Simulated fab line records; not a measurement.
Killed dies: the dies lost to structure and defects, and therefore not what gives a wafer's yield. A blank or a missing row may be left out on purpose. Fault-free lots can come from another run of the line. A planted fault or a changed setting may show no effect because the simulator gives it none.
The tool behind it: which one? -- flow gf180mcu -- 39 wafers from 13 lots sampled at 5 of the route's 602 steps

== WHAT EACH GAUGE READ, for each wafer ==
GF_STI_THK_MEAS_22. Usual: STI_OXIDATION_01_THK 15.2 nm, standard deviation 0.32.
lot,measured,on,STI_OXIDATION_01_THK (nm),flag
L569,day 2 08:37,film-metro-02,15.5 15.4 15.3,
L572,day 3 00:11,film-metro-01,15.3 15.4 15.5,
L574,day 3 10:00,film-metro-01,15.5 15.8 15.4,
L577,day 4 02:10,film-metro-01,15.7 15.7 15.6,
L578,day 4 07:53,film-metro-01,15.6 15.8 15.6,
L582,day 5 03:17,film-metro-03,14.8 14.7 14.6,
L585,day 5 19:21,film-metro-01,15.2 15.1 14.9,
L586,day 6 01:12,film-metro-01,14.9 14.9 15.2,
L587,day 6 05:04,film-metro-03,14.9 14.8 15.2,
L588,day 6 10:19,film-metro-01,14.7 14.5 14.9,
L589,day 6 19:52,film-metro-03,14.9 14.9 15.0,
L590,day 7 01:29,film-metro-01,15.3 15.4 15.1,
L591,day 7 06:31,film-metro-01,14.8 14.9 15.1,

GF_NWELL_OVL_MEAS_07. Usual: NWELL_OVL -1.6 nm, standard deviation 1.3.
lot,measured,on,NWELL_OVL (nm),flag
L569,day 3 13:29,overlay-01,-2.1 -0.1 -1.1,
L572,day 4 04:58,overlay-01,-1.3 -1.7 -1.7,
L574,day 4 15:46,overlay-01,-0.6 -3.1 -2.1,
L577,day 5 09:46,overlay-02,-2.2 -3.8 -2.2,
L578,day 5 15:46,overlay-01,-2.2 -0.9 -3.1,
L582,day 6 12:29,overlay-01,-0.3 -0.5 1.2,
L585,day 7 05:56,overlay-02,-2.8 -2.5 -2.3,
L586,day 7 09:31,overlay-02,-2.9 -3.2 -3.6,
L587,day 7 14:34,overlay-02,0.1 -0.7 0.7,
L588,day 7 18:53,overlay-01,-2.3 -3.0 -1.5,
L589,day 8 14:12,overlay-01,-0.2 -1.5 -0.8,
L590,day 8 14:19,overlay-02,-1.1 -2.2 -2.5,
L591,day 8 18:30,overlay-01,-2.1 -1.8 -1.2,

GF_POLY_GATE_CD_MEAS_10: target cd 280 nm. Usual: 280.5 nm for cd-nm, sd 1.5.
lot,measured,on,cd-nm (nm),flag
L569,day 9 17:04,cd-sem-02,277.6 277.5 277.1,
L572,day 10 09:25,cd-sem-02,281.6 281.6 280.2,
L574,day 10 23:25,cd-sem-01,280.1 279.7 279.4,
L577,day 11 23:04,cd-sem-01,262.2 269.6 269.9,OFF
L578,day 12 06:40,cd-sem-02,279.4 279.7 279.4,
L582,day 13 10:02,cd-sem-02,281.3 281.4 281.0,
L585,day 14 09:32,cd-sem-01,279.5 279.7 279.8,
L586,day 14 11:12,cd-sem-01,281.5 280.5 281.0,
L587,day 14 16:56,cd-sem-02,280.3 279.7 280.5,
L588,day 15 00:11,cd-sem-01,280.6 281.3 281.3,
L589,day 16 01:39,cd-sem-01,280.0 280.0 279.4,
L590,day 16 03:04,cd-sem-01,281.3 280.9 281.6,
L591,day 16 06:58,cd-sem-01,282.0 280.6 281.0,

GF_HV_LDD_OVL_MEAS_32. Usual: HV_LDD_02_OVL 0.3 nm, standard deviation 1.4.
lot,measured,on,HV_LDD_02_OVL (nm),flag
L569,day 12 02:50,overlay-01,-1.0 -2.8 -1.7,
L572,day 12 18:44,overlay-01,1.7 0.5 1.6,
L574,day 13 09:35,overlay-01,0.4 0.4 -0.6,
L577,day 14 14:08,overlay-01,-1.9 -0.3 -0.6,
L578,day 15 00:30,overlay-02,0.8 2.1 0.8,
L582,day 16 04:46,overlay-02,-0.4 0.5 1.0,
L585,day 17 06:50,overlay-02,-0.7 -1.7 -0.9,
L586,day 17 08:20,overlay-01,-1.8 -3.4 0.2,
L587,day 17 12:35,overlay-02,-0.7 1.2 -1.0,
L588,day 17 20:59,overlay-01,0.3 0.4 1.8,
L589,day 19 02:32,overlay-02,0.6 -0.3 -0.1,
L590,day 19 05:47,overlay-01,-1.2 1.9 -0.1,
L591,day 19 07:32,overlay-02,-1.9 1.5 -1.8,

== EACH LOT AND THE TOOL THAT RAN IT (in order: tool; ch and the chambers of the sampled wafers; start) ==
lot,GF_POLY_GATE_EXPOSE_07
L569,"krf-scanner-02 ch 0, day 9 08:09"
L572,"krf-scanner-02 ch 0, day 10 00:57"
L574,"krf-scanner-01 ch 0, day 10 14:08"
L577,"krf-scanner-01 ch 0, day 11 13:41"
L578,"krf-scanner-02 ch 0, day 11 20:43"
L582,"krf-scanner-02 ch 0, day 13 01:22"
L585,"krf-scanner-01 ch 0, day 13 23:54"
L586,"krf-scanner-01 ch 0, day 14 01:28"
L587,"krf-scanner-01 ch 0, day 14 06:17"
L588,"krf-scanner-02 ch 0, day 14 13:16"
L589,"krf-scanner-01 ch 0, day 15 14:32"
L590,"krf-scanner-02 ch 0, day 15 16:23"
L591,"krf-scanner-02 ch 0, day 15 20:31"
- GF_POLY_GATE_EXPOSE_07: exposes mask Poly2, target cd 280 nm.

== AS READ BY THE TOOLS THEMSELVES (means over the sampled wafers that have a number; for cases with no such wafer, the mark the record gives instead) ==
GF_POLY_GATE_EXPOSE_07. Usual: 28.005 for exposure-dose-mJ-cm2, sd 0.027.
lot,tool,exposure-dose-mJ-cm2,flag
L569,krf-scanner-02,27.984,
L572,krf-scanner-02,27.974,
L574,krf-scanner-01,28.030,
L577,krf-scanner-01,27.563,OFF
L578,krf-scanner-02,27.983,
L582,krf-scanner-02,27.989,
L585,krf-scanner-01,27.994,
L586,krf-scanner-01,28.030,
L587,krf-scanner-01,28.030,
L588,krf-scanner-02,28.028,
L589,krf-scanner-01,28.016,
L590,krf-scanner-02,27.964,
L591,krf-scanner-02,28.005,

== THE ANSWER, worked out from the rows above alone ==
Rule: take the mean of a lot's wafers that have a number; if it is more than 3 standard deviations from the usual mean, the lot is off. Also off: a lot with no number at a reading for which 4 or more lots have one. The other lots that the step has rows for count as sound. Order of review: gauges by route order, followed by the tools' own readings, for which a lot's mean as printed above is used. At the first step where some lot is off, the reading lying furthest off is the one used; lots without a number count as furthest.
Off, at GF_POLY_GATE_CD_MEAS_10 on cd-nm: L577.
If a tool, at a process step before that reading, ran all the lots that are off and no sound lot after the first of them, it fits. Not tried: the gauges at GF_POLY_GATE_CD_MEAS_10; whatever is off there is also off at GF_POLY_GATE_EXPOSE_07, on other tools, and gauge error can't account for it. No candidate that was tried fits.

== WHAT THE SIMULATOR HAD PUT IN ==
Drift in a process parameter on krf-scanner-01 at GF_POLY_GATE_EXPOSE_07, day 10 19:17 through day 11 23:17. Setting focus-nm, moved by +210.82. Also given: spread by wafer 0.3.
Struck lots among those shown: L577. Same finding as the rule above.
